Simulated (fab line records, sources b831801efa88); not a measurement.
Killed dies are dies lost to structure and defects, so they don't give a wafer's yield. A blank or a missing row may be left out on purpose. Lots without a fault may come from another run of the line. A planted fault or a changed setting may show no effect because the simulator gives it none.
fab line records | flow sky130
record lots=14 wafers=41 last_day=50
route steps=708 shown VIA1@458
lots that met no fault: from a run of the same line without faults
start_h: hours from the record's first day to the start of the lot's first wafer shown | wait_h: hours since the lot's step before | " the same as in the row above | L1.1+2: a row that stands for several wafers | - no value, or no start given | * or withheld: withheld | < > ~ a bound
route shown NAME@n: a module of which the file shows steps, and the number in the route of the first | usual: mean/standard deviation of fault-free wafers | same: alike in all rows | chamber/n: place in a boat | sites: the reading at each site | _std_site: their standard deviation | _edge_site: outer sites' mean less inner sites' | radius_mm: how far each site lies from the wafer's centre | mask NAME#n: copy n | behind: the tool/chamber that last shaped the wafer | hold: why the lot was held/for how many hours/how that ended | device: the transistor (n, p or np) that didn't switch | end of line: the same wafers' tests at the end of the route | a step without rows: its recipe alone | killed: dies lost to structure and defects at the first sort, not the wafer's yield | map: a wafer's dies, x killed, . not, _ none there
set.NAME: the setting as run; set.NAME@STEP: as run at that earlier step | model.NAME: the simulator's own value behind a step, which no gauge read
steps of the route over a sample of lots; a table a step, a row a wafer
services: from which hour (start_h, from the record's first day; less than 0 if before it) a tool's chamber was out of use, for how many hours, and why
## steps
# step SKY_VIA1_HDPCVD_00
# recipe material=SiO2 target_thk_nm=1030 sigma_open_frac=0.3 time_s=171.7 temp_c=400 sih4_flow_sccm=60 pressure_mtorr=6
# usual susceptor_temp_C=400.01/0.23
# columns lot.wafer tool chamber start_h wait_h susceptor_temp_C
L239.1 hdpcvd-02 0 765.27 0.0 399.72
L239.2 " 1 " " 400.22
L239.6 " 1 " " 400.15
L240.3 hdpcvd-01 0 771.87 0.0 400.46
L240.5 " 2 " " 399.64
L240.6 " 1 " " 399.63
L241.1 hdpcvd-01 1 785.04 0.0 399.88
L241.4 " 0 " " 400.23
L241.6 " 2 " " 400.29
L242.3 hdpcvd-02 0 791.09 0.0 399.80
L242.5 " 0 " " 399.81
L242.6 " 2 " " 400.16
L243.1 hdpcvd-02 2 797.11 0.0 400.23
L243.3 " 1 " " 400.37
L243.4 " 1 " " 400.37
L246.1 hdpcvd-01 1 822.92 0.0 399.68
L246.2 " 0 " " 400.21
L246.5 " 0 " " 400.01
L248.1 hdpcvd-02 0 840.88 0.0 400.16
L248.4 " 1 " " 399.77
L248.5 " 0 " " 400.04
L250.5 hdpcvd-01 1 850.94 0.1 400.61
L250.6 " 0 " " 399.64
L253.1 hdpcvd-02 2 875.16 0.0 400.06
L253.4 " 2 " " 399.86
L253.5 " 0 " " 400.19
L257.2 hdpcvd-02 2 907.30 0.0 400.23
L257.4 " 1 " " 400.28
L257.6 " 2 " " 400.19
L259.1 hdpcvd-01 0 913.12 0.0 400.36
L259.2 " 1 " " 399.65
L259.4 " 1 " " 400.23
L260.2 hdpcvd-02 2 923.10 0.0 400.09
L260.3 " 0 " " 399.75
L260.6 " 0 " " 399.95
L261.2 hdpcvd-01 2 930.94 0.0 399.92
L261.3 " 1 " " 400.33
L261.4 " 2 " " 400.20
L262.2 hdpcvd-01 0 935.58 0.0 399.25
L262.3 " 1 " " 399.98
L262.6 " 1 " " 399.89
# step SKY_VIA1_THK_MEAS_01
# recipe reads=SiO2_of_VIA1_HDPCVD_00
# usual VIA1_HDPCVD_THK=1031/9.1
# columns lot.wafer tool chamber start_h wait_h VIA1_HDPCVD_THK[nm]
L239.1 film_metro-01 - 765.38 0.1 1018
L239.2 " - " " 1015
L239.6 " - " " 1032
L240.3 film_metro-02 - 772.00 0.1 1022
L240.5 " - " " 1025
L240.6 " - " " 1022
L241.1 film_metro-01 - 785.16 0.1 1034
L241.4 " - " " 1045
L241.6 " - " " 1037
L242.3 film_metro-02 - 791.23 0.1 1044
L242.5 " - " " 1032
L242.6 " - " " 1036
L243.1 film_metro-01 - 797.22 0.1 1044
L243.3 " - " " 1033
L243.4 " - " " 1044
L246.1 film_metro-03 - 823.03 0.1 1019
L246.2 " - " " 1028
L246.5 " - " " 464
L248.1 film_metro-03 - 840.99 0.1 1056
L248.4 " - " " 1046
L248.5 " - " " 1058
L250.5 film_metro-03 - 851.05 0.1 460
L250.6 " - " " 1026
L253.1 film_metro-01 - 875.27 0.1 1023
L253.4 " - " " 1011
L253.5 " - " " 1025
L257.2 film_metro-01 - 907.42 0.1 1024
L257.4 " - " " 1025
L257.6 " - " " 1032
L259.1 film_metro-03 - 913.23 0.1 1021
L259.2 " - " " 1033
L259.4 " - " " 1029
L260.2 film_metro-03 - 923.22 0.1 1030
L260.3 " - " " 1025
L260.6 " - " " 1031
L261.2 film_metro-02 - 931.06 0.1 1041
L261.3 " - " " 1044
L261.4 " - " " 1040
L262.2 film_metro-03 - 935.70 0.1 1032
L262.3 " - " " 1034
L262.6 " - " " 1025
## services
# columns tool chamber start_h hours kind
hdpcvd-01 - 818.63 2.6 repair
hdpcvd-01 - 861.43 6.0 pm
hdpcvd-01 - 872.52 1.3 repair
hdpcvd-02 0 880.02 7.6 repair
hdpcvd-01 - 895.16 2.8 pm
hdpcvd-02 2 925.32 3.4 repair
## key
first_sign step=SKY_VIA1_THK_MEAS_01 reading=VIA1_HDPCVD_THK direction=down sigmas=62 usual=1031 struck=462
effect none on later readings
met_at SKY_VIA1_HDPCVD_00
struck_lots L246,L250
struck_wafers L246.5,L250.5
sort_left_out L246.5,L250.5
onset_between 785.04 822.92
fault kind=process_parameter_drift tool=hdpcvd-01 chamber=- onset_h=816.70 steps=SKY_VIA1_HDPCVD_00 channel=target_thk_nm offset=-562.08 shape=step end_h=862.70 scope=struck_wafers_only acts_in=these_recipes_only stated=1030
# sort_left_out: the simulated sort isn't trusted on such a fault, so these wafers' sort isn't shown, and their yield isn't known
